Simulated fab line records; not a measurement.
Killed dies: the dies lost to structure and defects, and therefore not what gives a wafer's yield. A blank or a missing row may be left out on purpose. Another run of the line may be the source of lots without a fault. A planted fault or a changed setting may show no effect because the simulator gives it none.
Chamber matching / flow sky130 / SKY_VIA1_CMP_02 on cmp-02 has 4 sister chambers
The step polishes SiO2. 8 wafers are shown with their chamber, then 7 later ones without.

WAFERS, EACH WITH ITS CHAMBER
wafer=L469.6; chamber=2; motor_current_A (A)=13.4; retaining_ring_pressure_frac=1.005
wafer=L473.5; chamber=3; motor_current_A (A)=13.4; retaining_ring_pressure_frac=0.999
wafer=L473.6; chamber=0; motor_current_A (A)=10.7; retaining_ring_pressure_frac=0.998
wafer=L474.1; chamber=2; motor_current_A (A)=13.8; retaining_ring_pressure_frac=0.987
wafer=L474.3; chamber=1; motor_current_A (A)=13.6; retaining_ring_pressure_frac=1.004
wafer=L474.6; chamber=3; motor_current_A (A)=12.7; retaining_ring_pressure_frac=0.995
wafer=L488.4; chamber=1; motor_current_A (A)=14.6; retaining_ring_pressure_frac=1.005
wafer=L488.5; chamber=0; motor_current_A (A)=11.0; retaining_ring_pressure_frac=0.998

WAFERS WITH NO CHAMBER GIVEN
wafer=L488.6; motor_current_A (A)=12.9; retaining_ring_pressure_frac=1.003
wafer=L489.3; motor_current_A (A)=14.4; retaining_ring_pressure_frac=0.994
wafer=L489.4; motor_current_A (A)=13.6; retaining_ring_pressure_frac=0.999
wafer=L489.6; motor_current_A (A)=11.2; retaining_ring_pressure_frac=0.991
wafer=L492.1; motor_current_A (A)=14.4; retaining_ring_pressure_frac=1.008
wafer=L492.2; motor_current_A (A)=13.0; retaining_ring_pressure_frac=1.004
wafer=L492.6; motor_current_A (A)=13.7; retaining_ring_pressure_frac=0.999

THE CHAMBER EACH PASSED THROUGH
wafer=L488.6; from the rows above=can't be placed: 3 or 2 or 1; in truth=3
wafer=L489.3; from the rows above=can't be placed: 1 or 2 or 3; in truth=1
wafer=L489.4; from the rows above=can't be placed: 2 or 3 or 1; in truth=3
wafer=L489.6; from the rows above=0; in truth=0
wafer=L492.1; from the rows above=can't be placed: 1 or 2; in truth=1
wafer=L492.2; from the rows above=can't be placed: 3 or 2 or 1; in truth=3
wafer=L492.6; from the rows above=can't be placed: 2 or 1 or 3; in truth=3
1 of 7 placed correctly. Cannot be placed on the basis of these rows: 6; the candidates contain the true chamber in 6. Number placed wrongly: 0.
How it was worked out, from the rows above alone: a wafer's distance from a chamber is the root of the sum, over the readings, of the square of ((its reading less the chamber's mean) divided by the reading's scatter). The wafer belongs to the nearest chamber; if the next one is less than 2 further off, it can't be placed. For every chamber, the mean is computed from those of its wafers that are shown. How the scatter is found: for the shown wafers, subtract from each reading the mean of its chamber, square and add these, divide the total by (wafers less chambers), then take the root.
